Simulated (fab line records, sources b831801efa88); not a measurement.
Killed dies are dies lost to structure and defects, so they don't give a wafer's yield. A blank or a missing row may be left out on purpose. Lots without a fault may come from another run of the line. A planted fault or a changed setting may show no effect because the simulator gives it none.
A struck lot beside a sound one | flow sfq_line | 24 steps out of a route of 325
Sound: wafers L464.2, L464.3, L464.6. Struck: wafers L457.3, L457.4, L457.6. The cause comes at the end.
At each step with rows: each side's tool, then ch and its chambers, then its first start. Under that, the readings that differ: sound wafers | struck wafers | difference of the means | sigmas: that difference in standard deviations of wafers without a fault.
alike: readings whose means differ by less than 2 such deviations, and words and numbers that are the same on both sides. not compared: withheld readings, readings that some wafer has no value for, bounds like >300 that may hide the same value, and numbers for which the record gives no deviation and whose values overlap.
The two part at a step that has a row with sigmas, a row that says differs or no value, or rows on one side only. Numbers that don't overlap but have no deviation are shown without sigmas and don't part them. A reading that every wafer of one side lacks parts them only if that side has two wafers or more.

first, 6 steps without rows for these wafers: SFQ_TRILAYER_I6_VIA_LITHO_COAT_174 (resist thk 62 nm); SFQ_TRILAYER_I6_VIA_LITHO_COAT_169 (resist thk 650 nm); SFQ_TRILAYER_I6_VIA_LITHO_SOFTBAKE_173; SFQ_TRILAYER_I6_VIA_LITHO_EXPOSE_170 (exposes mask I6, target cd 700 nm); SFQ_TRILAYER_I6_VIA_LITHO_PEB_172 (peb time 60 s); SFQ_TRILAYER_I6_VIA_LITHO_DEVELOP_171 (time 60 s).
SFQ_I6_OVL_MEAS_942:
  sound on overlay-02, day 73 23:44; struck on overlay-01, day 67 13:52
  alike: I6_OVL
SFQ_TRILAYER_I6_VIA_BARC_OPEN_VIA_ETCH_235: etches BARC in O2, target depth 125 nm, time 41.7 s.
  sound on rie_diel-02 ch 0,2,3, day 73 23:46; struck on rie_diel-01 ch 0,2, day 67 13:54
  alike: drypump_motor_current_A, oes_product_au
  not compared: rf_hours_counter_h
SFQ_TRILAYER_I6_VIA_ETCH_VIA_ETCH_172: etches SiO2 in CHF3, stops on Nb, target depth 260 nm.
  sound on rie_diel-02 ch 0,2,3, day 73 23:49; struck on rie_diel-01 ch 0,2, day 67 13:56
  alike: drypump_motor_current_A, oes_product_au
SFQ_TRILAYER_I6_VIA_STRIP_STRIP_173: strips in O2.
  sound on rie_metal-04 ch 0,1, day 73 23:56; struck on rie_metal-03 ch 0,1, day 67 14:15
  alike: drypump_motor_current_A, oes_product_au
  not compared: rf_hours_counter_h
then, 2 steps without rows for these wafers: SFQ_TRILAYER_I6_VIA_STRIP_SOLV_CLEAN_174 (cleans in NMP, time 600 s); SFQ_TRILAYER_M7_DEP_PRE_CLEAN_176 (time 22.5 s).
SFQ_TRILAYER_M7_DEP_SPUTTER_175: material Nb, target thk 200 nm, time 133.3 s.
  sound on pvd_sputter-05, day 74 00:45; struck on pvd_sputter-03, day 67 14:51
  no value came back on the struck wafers for base_pressure_pa (Pa), cathode_dc_power_W (W), throttle_valve_pct (%); on the sound wafers base_pressure_pa (Pa) reads 1.31e-06 1.28e-06 1.3e-06
SFQ_M7_RS_MEAS_943: measures by four-point-probe.
  sound on film_metro-01, day 74 00:52; struck on film_metro-03, day 67 14:59
  reading           | sound             | struck | difference                    | sigmas
  M7_NB_RS (ohm/sq) | 0.921 0.907 0.901 | - - -  | no value on the struck wafers |
then, 6 steps without rows for these wafers: SFQ_TRILAYER_M7_LITHO_COAT_182 (resist thk 62 nm); SFQ_TRILAYER_M7_LITHO_COAT_177 (resist thk 600 nm); SFQ_TRILAYER_M7_LITHO_SOFTBAKE_181; SFQ_TRILAYER_M7_LITHO_EXPOSE_178 (exposes mask M7, target cd 500 nm); SFQ_TRILAYER_M7_LITHO_PEB_180 (peb time 60 s); SFQ_TRILAYER_M7_LITHO_DEVELOP_179 (time 60 s).
-- the record jumps here: 4 days lie between the struck wafers' starts before and after --
SFQ_M7_OVL_MEAS_945:
  sound on overlay-02, day 77 15:07; struck on overlay-02, day 71 09:00
  alike: M7_OVL
SFQ_TRILAYER_M7_BARC_OPEN_METAL_ETCH_229: etches BARC in O2, target depth 125 nm, time 41.7 s.
  sound on rie_metal-01 ch 1, day 77 15:08; struck on rie_metal-01 ch 0, day 71 09:04
  reading               | sound             | struck            | difference | sigmas
  oes_product_au (a.u.) | 0.680 0.677 0.687 | 0.691 0.694 0.688 | +0.010     | +2
  alike: drypump_motor_current_A
  not compared: rf_hours_counter_h
SFQ_TRILAYER_M7_ETCH_METAL_ETCH_180: etches Nb in Cl2/Ar, stops on SiO2, target depth 240 nm, time 120 s.
  sound on rie_metal-01 ch 1, day 77 15:12; struck on rie_metal-01 ch 0, day 71 09:14
  reading               | sound             | struck            | difference | sigmas
  oes_product_au (a.u.) | 0.876 0.893 0.890 | 0.376 0.377 0.374 | -0.511     | -65
  alike: drypump_motor_current_A
  not compared: rf_hours_counter_h
SFQ_TRILAYER_M7_STRIP_STRIP_181: strips in O2.
  sound on rie_metal-01 ch 1, day 77 15:19; struck on rie_metal-01 ch 0, day 71 09:47
  alike: drypump_motor_current_A, oes_product_au
  not compared: rf_hours_counter_h

WHERE THEY PART
First at SFQ_TRILAYER_M7_DEP_SPUTTER_175; last, within this record, at SFQ_TRILAYER_M7_ETCH_METAL_ETCH_180. Later steps at which nothing parts them and some readings are alike: SFQ_TRILAYER_M7_STRIP_STRIP_181.

WHY: what the simulator had put in
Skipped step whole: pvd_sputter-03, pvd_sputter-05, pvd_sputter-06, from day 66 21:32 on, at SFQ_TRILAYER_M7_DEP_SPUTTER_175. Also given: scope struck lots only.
